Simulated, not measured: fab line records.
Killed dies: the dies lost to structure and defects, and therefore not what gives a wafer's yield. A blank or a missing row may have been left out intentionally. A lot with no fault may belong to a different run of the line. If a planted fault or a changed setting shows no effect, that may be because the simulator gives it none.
The tool behind it: which one? -- flow sky130 -- Sampling: 14 lots, 42 wafers, 3 of 708 route steps

WHAT THE GAUGES READ, wafer by wafer
SKY_NWELL_OVL_MEAS_10. Usual: NWELL_00_OVL -0.9 nm, standard deviation 1.4.
lot,measured,on,NWELL_00_OVL (nm),flag
L959,day 4 17:49,overlay-01,-1.5 -1.2 0.2,
L960,day 5 03:38,overlay-02,-3.0 -2.6 -1.8,
L961,day 5 08:15,overlay-02,-0.6 0.1 1.1,
L963,day 6 03:49,overlay-01,-0.7 -0.9 -3.4,
L965,day 6 05:48,overlay-02,-1.9 -0.9 -1.1,
L964,day 6 06:16,overlay-02,-1.4 -1.6 -1.8,
L966,day 6 12:20,overlay-01,-1.0 0.3 0.7,
L968,day 7 00:25,overlay-01,0.9 1.0 1.8,
L971,day 7 21:25,overlay-02,0.8 0.0 2.4,
L974,day 8 12:24,overlay-02,-2.1 -1.8 -1.9,
L975,day 8 16:04,overlay-01,1.3 -1.7 -1.0,
L976,day 8 20:19,overlay-02,0.2 -1.5 -0.2,
L977,day 9 05:50,overlay-01,-1.2 -0.6 -0.7,
L981,day 10 06:36,overlay-02,-0.7 -1.6 -2.4,

SKY_NWELL_TW_MEAS_15. Usual: NWELL_TW 1815, standard deviation 12.
lot,measured,on,NWELL_TW,flag
L959,day 4 18:24,filmMetro-02,1817 1816 1810,
L960,day 5 04:13,filmMetro-04,1804 1790 1799,
L961,day 5 08:50,filmMetro-04,1818 1802 1805,
L963,day 6 04:25,filmMetro-03,1826 1823 1825,
L965,day 6 06:23,filmMetro-03,1816 1806 1809,
L964,day 6 06:51,filmMetro-02,1825 1807 1807,
L966,day 6 13:05,filmMetro-02,1824 1815 1817,
L968,day 7 01:00,filmMetro-04,1808 1801 1800,
L971,day 7 22:00,filmMetro-04,1808 1814 1806,
L974,day 8 13:00,filmMetro-04,1783 1805 1799,
L975,day 8 16:39,filmMetro-02,1829 1833 1834,
L976,day 8 20:55,filmMetro-02,1830 1834 1830,
L977,day 9 06:25,filmMetro-03,1821 1813 1815,
L981,day 10 07:11,filmMetro-04,1790 1793 1797,

WHAT TOOL EACH LOT RAN ON (gives the tool, then ch and the chambers of the sampled wafers, and finally the start)
lot,SKY_DNWELL_DEVELOP_06
L959,"lithoTrack-03 ch 0, day 3 08:00"
L960,"lithoTrack-03 ch 0, day 3 16:00"
L961,"lithoTrack-02 ch 0, day 3 22:00"
L963,"lithoTrack-01 ch 0, day 4 15:00"
L965,"lithoTrack-02 ch 0, day 4 17:00"
L964,"lithoTrack-01 ch 0, day 4 17:00"
L966,"lithoTrack-02 ch 0, day 4 23:00"
L968,"lithoTrack-02 ch 0, day 5 10:00"
L971,"lithoTrack-02 ch 0, day 6 06:00"
L974,"lithoTrack-01 ch 0, day 6 20:00"
L975,"lithoTrack-02 ch 0, day 6 23:00"
L976,"lithoTrack-01 ch 0, day 7 03:00"
L977,"lithoTrack-02 ch 0, day 7 11:00"
L981,"lithoTrack-03 ch 0, day 8 11:00"
- SKY_DNWELL_DEVELOP_06: develop time 60 s.

AS READ BY THE TOOLS THEMSELVES (means over the sampled wafers that have a number; for cases with no such wafer, the mark the record gives instead)
SKY_DNWELL_DEVELOP_06. Usual: 23.00 C for developerTempC, sd 0.096.
lot,tool,developerTempC (C),flag
L959,lithoTrack-03,22.98,
L960,lithoTrack-03,22.99,
L961,lithoTrack-02,22.88,
L963,lithoTrack-01,22.96,
L965,lithoTrack-02,23.16,
L964,lithoTrack-01,23.08,
L966,lithoTrack-02,22.98,
L968,lithoTrack-02,22.97,
L971,lithoTrack-02,23.03,
L974,lithoTrack-01,23.05,
L975,lithoTrack-02,23.85,OFF
L976,lithoTrack-01,23.09,
L977,lithoTrack-02,23.99,OFF
L981,lithoTrack-03,23.00,

THE ANSWER, worked out from the rows above alone
Rule: a lot is off if the mean of its wafers that have a number lies more than 3 standard deviations from the usual mean. Also off: a lot with no number at a reading for which 4 or more lots have one. All remaining lots with rows at the step are treated as sound. First the gauges in route order, then the tools' own readings, where a lot's mean is used as printed above. The first step at which some lot is off is used, and at that step the reading that is off furthest; a lot without a number counts as furthest.
Off: L975, L977, at SKY_DNWELL_DEVELOP_06 (developerTempC).
A tool fits if, at that step or a process step before it, it ran every lot that is off, and no sound lot after the first of them. One fits: lithoTrack-02 at SKY_DNWELL_DEVELOP_06. Its last sound lot is L971 (day 6 06:00), its first lot that is off L975 (day 6 23:00): a fault that began between those two fits.
The tool's own readings at SKY_DNWELL_DEVELOP_06 bear it out: on the lots that are off they differ by more than 5 times the standard deviation of the sound lots' means. developerTempC reads 23.92 C there against 23.01 C on the sound lots.

WHAT THE SIMULATOR HAD INSERTED
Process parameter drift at SKY_DNWELL_DEVELOP_06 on lithoTrack-02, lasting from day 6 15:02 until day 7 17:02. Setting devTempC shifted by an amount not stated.
Lots struck among those shown: L975, L977. This agrees with what the rule above found.
